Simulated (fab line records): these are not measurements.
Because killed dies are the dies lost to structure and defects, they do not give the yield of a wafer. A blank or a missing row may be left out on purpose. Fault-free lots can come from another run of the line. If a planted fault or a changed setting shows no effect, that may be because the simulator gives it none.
Chamber matching | flow gf180mcu | GF_POLY_GATE_ETCH_13 on rie si-01: 4 sister chambers
The step etches poly-Si in HBr/Cl2, stops on SiO2, target depth 198.5 nm, time 69.6 s. 14 wafers are shown with their chamber, then 6 later ones without.

WAFERS, EACH WITH ITS CHAMBER
wafer  | chamber | bias w (W) | oes product au (a.u.) | throttle valve pct (%)
L309.2 | 1       | 100.0      | 0.987                 | 33.683
L309.4 | 1       | 100.1      | 0.997                 | 33.688
L309.6 | 2       | 99.6       | 0.979                 | 33.699
L311.3 | 2       | 99.7       | 0.984                 | 33.678
L311.5 | 3       | 99.9       | 0.994                 | 33.679
L311.6 | 0       | 99.8       | 0.986                 | 33.685
L315.1 | 2       | 99.8       | 0.983                 | 33.672
L315.2 | 3       | 100.5      | 0.980                 | 33.682
L315.3 | 0       | 99.7       | 0.989                 | 33.679
L316.2 | 1       | 100.4      | 0.993                 | 33.672
L316.3 | 3       | 100.3      | 0.987                 | 33.684
L316.5 | 1       | 100.2      | 0.985                 | 33.688
L317.1 | 0       | 100.2      | 0.989                 | 33.681
L317.3 | 1       | 100.7      | 0.992                 | 33.684

SIGNATURES (averages over the wafers above)
reading            | chamber 0 | chamber 1 | chamber 2 | chamber 3 | scatter within a chamber
bias w             | 99.900    | 100.280   | 99.700    | 100.233   | 0.256
oes product au     | 0.98800   | 0.99080   | 0.98200   | 0.98700   | 0.00459
throttle valve pct | 33.68167  | 33.68300  | 33.68300  | 33.68167  | 0.00778
Rule: distance of a wafer from a chamber = root of the sum over the readings of ((wafer's reading minus chamber's mean) / reading's scatter) squared. The wafer belongs to the nearest chamber; if the next one is less than 2 further off, it can't be placed. How the scatter is found: for the shown wafers, subtract from each reading the mean of its chamber, square and add these, divide the total by (wafers less chambers), then take the root.

WAFERS WITH NO CHAMBER GIVEN
wafer  | bias w (W) | oes product au (a.u.) | throttle valve pct (%)
L317.4 | 99.9       | 0.975                 | 33.669
L319.1 | 100.8      | 0.989                 | 33.682
L319.3 | 100.3      | 0.987                 | 33.677
L329.4 | 99.9       | 0.992                 | 33.680
L329.5 | 100.4      | 0.982                 | 33.680
L329.6 | 99.4       | 0.979                 | 33.676

CHAMBER TAKEN BY EACH
wafer  | from the rows above               | in truth
L317.4 | can't be placed: 2 or 0 or 3 or 1 | 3
L319.1 | can't be placed: 1 or 3 or 0      | 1
L319.3 | can't be placed: 3 or 1 or 0      | 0
L329.4 | can't be placed: 0 or 1 or 3 or 2 | 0
L329.5 | can't be placed: 3 or 1 or 0 or 2 | 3
L329.6 | can't be placed: 2 or 0           | 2
Correct placement for 0 of the 6. Cannot be placed on the basis of these rows: 6; the candidates contain the true chamber in 6. Number placed wrongly: 0.
